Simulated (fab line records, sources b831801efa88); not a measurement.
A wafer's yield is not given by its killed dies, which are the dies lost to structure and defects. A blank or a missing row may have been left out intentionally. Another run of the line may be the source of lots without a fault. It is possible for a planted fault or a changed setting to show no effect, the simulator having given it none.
What tool caused it? :: flow gf180mcu :: 42 wafers from 14 lots sampled at 4 of the route's 602 steps

WHAT THE GAUGES READ, wafer by wafer
GF_V1_RS_MEAS_24: the measuring method here is four-point-probe.
lot: L734
measured: day 18 07:19
on: film_metro-04
V1_W_RS (ohm/sq): 0.324 0.334 0.327

lot: L735
measured: day 19 00:46
on: film_metro-04
V1_W_RS (ohm/sq): 0.323 0.333 0.331

lot: L736
measured: day 19 04:26
on: film_metro-01
V1_W_RS (ohm/sq): 0.326 0.327 0.336

lot: L737
measured: day 19 17:43
on: film_metro-02
V1_W_RS (ohm/sq): 0.332 0.336 0.335

lot: L738
measured: day 19 23:48
on: film_metro-02
V1_W_RS (ohm/sq): 0.328 0.326 0.334

lot: L739
measured: day 20 15:52
on: film_metro-02
V1_W_RS (ohm/sq): 0.324 0.333 0.328

lot: L740
measured: day 20 18:47
on: film_metro-01
V1_W_RS (ohm/sq): 0.323 0.332 0.326

lot: L744
measured: day 22 11:36
on: film_metro-04
V1_W_RS (ohm/sq): 0.324 0.325 0.335

lot: L749
measured: day 24 00:42
on: film_metro-02
V1_W_RS (ohm/sq): 0.335 0.331 0.331

lot: L753
measured: day 25 08:46
on: film_metro-01
V1_W_RS (ohm/sq): 0.319 0.331 0.322

lot: L754
measured: day 25 16:08
on: film_metro-04
V1_W_RS (ohm/sq): 0.333 0.333 0.325

lot: L755
measured: day 26 03:23
on: film_metro-01
V1_W_RS (ohm/sq): 0.339 0.324 0.327

lot: L756
measured: day 26 05:23
on: film_metro-04
V1_W_RS (ohm/sq): 0.328 0.330 0.322

lot: L757
measured: day 26 11:23
on: film_metro-01
V1_W_RS (ohm/sq): 0.329 0.328 0.327

GF_V2_CD_MEAS_14: target cd 260 nm.
lot: L734
measured: day 20 10:42
on: cd_sem-01
cd_nm (nm): 261.3 260.5 261.3

lot: L735
measured: day 21 04:05
on: cd_sem-02
cd_nm (nm): 259.3 258.7 258.2

lot: L736
measured: day 21 09:32
on: cd_sem-01
cd_nm (nm): 261.0 260.9 261.4

lot: L737
measured: day 21 20:05
on: cd_sem-02
cd_nm (nm): 260.3 259.7 259.1

lot: L738
measured: day 22 02:34
on: cd_sem-01
cd_nm (nm): 260.2 260.6 260.8

lot: L739
measured: day 22 17:58
on: cd_sem-01
cd_nm (nm): 261.5 261.3 260.8

lot: L740
measured: day 22 20:49
on: cd_sem-02
cd_nm (nm): 259.9 260.2 258.7

lot: L744
measured: day 24 12:02
on: cd_sem-01
cd_nm (nm): 259.3 260.0 259.6

lot: L749
measured: day 25 23:44
on: cd_sem-02
cd_nm (nm): 262.4 261.3 262.0

lot: L753
measured: day 27 04:55
on: cd_sem-02
cd_nm (nm): 259.9 258.6 259.7

lot: L754
measured: day 27 11:19
on: cd_sem-02
cd_nm (nm): 259.2 259.9 258.5

lot: L755
measured: day 27 22:02
on: cd_sem-02
cd_nm (nm): 261.4 261.5 261.3

lot: L756
measured: day 28 00:27
on: cd_sem-02
cd_nm (nm): 261.2 260.1 261.2

lot: L757
measured: day 28 05:30
on: cd_sem-02
cd_nm (nm): 259.2 259.9 260.3

WHAT TOOL EACH LOT RAN ON (gives the tool, then ch and the chambers of the sampled wafers, and finally the start)
lot: L734
GF_M2_SPUTTER_04: pvd_sputter-04, day 18 07:58
GF_M2_SOFTBAKE_10: litho_track-04 ch 0, day 18 20:18

lot: L735
GF_M2_SPUTTER_04: pvd_sputter-04, day 19 01:26
GF_M2_SOFTBAKE_10: litho_track-04 ch 0, day 19 13:59

lot: L736
GF_M2_SPUTTER_04: pvd_sputter-04, day 19 05:05
GF_M2_SOFTBAKE_10: litho_track-02 ch 0, day 19 17:24

lot: L737
GF_M2_SPUTTER_04: pvd_sputter-04, day 19 18:21
GF_M2_SOFTBAKE_10: litho_track-03 ch 0, day 20 07:14

lot: L738
GF_M2_SPUTTER_04: pvd_sputter-03, day 20 00:28
GF_M2_SOFTBAKE_10: litho_track-04 ch 0, day 20 12:38

lot: L739
GF_M2_SPUTTER_04: pvd_sputter-02, day 20 16:30
GF_M2_SOFTBAKE_10: litho_track-03 ch 0, day 21 04:40

lot: L740
GF_M2_SPUTTER_04: pvd_sputter-04, day 20 19:27
GF_M2_SOFTBAKE_10: litho_track-03 ch 0, day 21 07:34

lot: L744
GF_M2_SPUTTER_04: pvd_sputter-04, day 22 12:12
GF_M2_SOFTBAKE_10: litho_track-03 ch 0, day 23 00:11

lot: L749
GF_M2_SPUTTER_04: pvd_sputter-03, day 24 01:38
GF_M2_SOFTBAKE_10: litho_track-03 ch 0, day 24 12:37

lot: L753
GF_M2_SPUTTER_04: pvd_sputter-02, day 25 09:22
GF_M2_SOFTBAKE_10: litho_track-04 ch 0, day 25 19:45

lot: L754
GF_M2_SPUTTER_04: pvd_sputter-02, day 25 16:47
GF_M2_SOFTBAKE_10: litho_track-04 ch 0, day 26 03:47

lot: L755
GF_M2_SPUTTER_04: pvd_sputter-02, day 26 04:02
GF_M2_SOFTBAKE_10: litho_track-04 ch 0, day 26 13:51

lot: L756
GF_M2_SPUTTER_04: pvd_sputter-02, day 26 06:02
GF_M2_SOFTBAKE_10: litho_track-04 ch 0, day 26 16:09

lot: L757
GF_M2_SPUTTER_04: pvd_sputter-04, day 26 12:01
GF_M2_SOFTBAKE_10: litho_track-03 ch 0, day 26 22:17
- GF_M2_SPUTTER_04: material TiN, target thk 50 nm, time 41.7 s.
- GF_M2_SOFTBAKE_10: time 60 s.

AS READ BY THE TOOLS THEMSELVES (means over the sampled wafers that have a number; for cases with no such wafer, the mark the record gives instead)
GF_M2_SPUTTER_04.
lot: L734
tool: pvd_sputter-04
throttle_valve_pct (%): 29.5

lot: L735
tool: pvd_sputter-04
throttle_valve_pct (%): 30.1

lot: L736
tool: pvd_sputter-04
throttle_valve_pct (%): 29.5

lot: L737
tool: pvd_sputter-04
throttle_valve_pct (%): 30.6

lot: L738
tool: pvd_sputter-03
throttle_valve_pct (%): 29.3

lot: L739
tool: pvd_sputter-02
throttle_valve_pct (%): 29.4

lot: L740
tool: pvd_sputter-04
throttle_valve_pct (%): 31.2

lot: L744
tool: pvd_sputter-04
throttle_valve_pct (%): 29.7

lot: L749
tool: pvd_sputter-03
throttle_valve_pct (%): 29.4

lot: L753
tool: pvd_sputter-02
throttle_valve_pct (%): 28.9

lot: L754
tool: pvd_sputter-02
throttle_valve_pct (%): 28.8

lot: L755
tool: pvd_sputter-02
throttle_valve_pct (%): 29.9

lot: L756
tool: pvd_sputter-02
throttle_valve_pct (%): 30.0

lot: L757
tool: pvd_sputter-04
throttle_valve_pct (%): 30.4

GF_M2_SOFTBAKE_10.
lot: L734
tool: litho_track-04
run_length_s (s): 89.24

lot: L735
tool: litho_track-04
run_length_s (s): 89.32

lot: L736
tool: litho_track-02
run_length_s (s): 89.28

lot: L737
tool: litho_track-03
run_length_s (s): 89.34

lot: L738
tool: litho_track-04
run_length_s (s): 89.23

lot: L739
tool: litho_track-03
run_length_s (s): 89.22

lot: L740
tool: litho_track-03
run_length_s (s): 89.46

lot: L744
tool: litho_track-03
run_length_s (s): 96.87

lot: L749
tool: litho_track-03
run_length_s (s): 96.77

lot: L753
tool: litho_track-04
run_length_s (s): 89.16

lot: L754
tool: litho_track-04
run_length_s (s): 89.14

lot: L755
tool: litho_track-04
run_length_s (s): 89.20

lot: L756
tool: litho_track-04
run_length_s (s): 89.19

lot: L757
tool: litho_track-03
run_length_s (s): 89.24

THE ANSWER, worked out from the rows above alone
Rule: what is usual is taken from the lots themselves. The widest of any qualifying gaps counts: lots, ordered by their means at a reading, are off when they make up no more than a third of the lots, leave a main group of 4 or more, and stand apart from it by 3 or more times the standard deviation of that group's means. A main group whose means are all the same, to the digits that the tables above print for the reading, isn't used. Also off: a lot with no number at a reading for which 4 or more lots have one. Where the step has rows for the other lots, those lots are counted as sound. After the gauges, taken in route order, come the tools' own readings; for these a lot's mean is taken, as printed above. At the first step where some lot is off, the reading lying furthest off is the one used; lots without a number count as furthest.
Off, at GF_M2_SOFTBAKE_10 on run_length_s: L744, L749. Main group: mean 89.25 s, sd 0.085.
A tool fits if, at that step or a process step before it, it ran every lot that is off, and no sound lot after the first of them. No candidate that was tried fits.

WHAT HAD BEEN PUT IN BY THE SIMULATOR
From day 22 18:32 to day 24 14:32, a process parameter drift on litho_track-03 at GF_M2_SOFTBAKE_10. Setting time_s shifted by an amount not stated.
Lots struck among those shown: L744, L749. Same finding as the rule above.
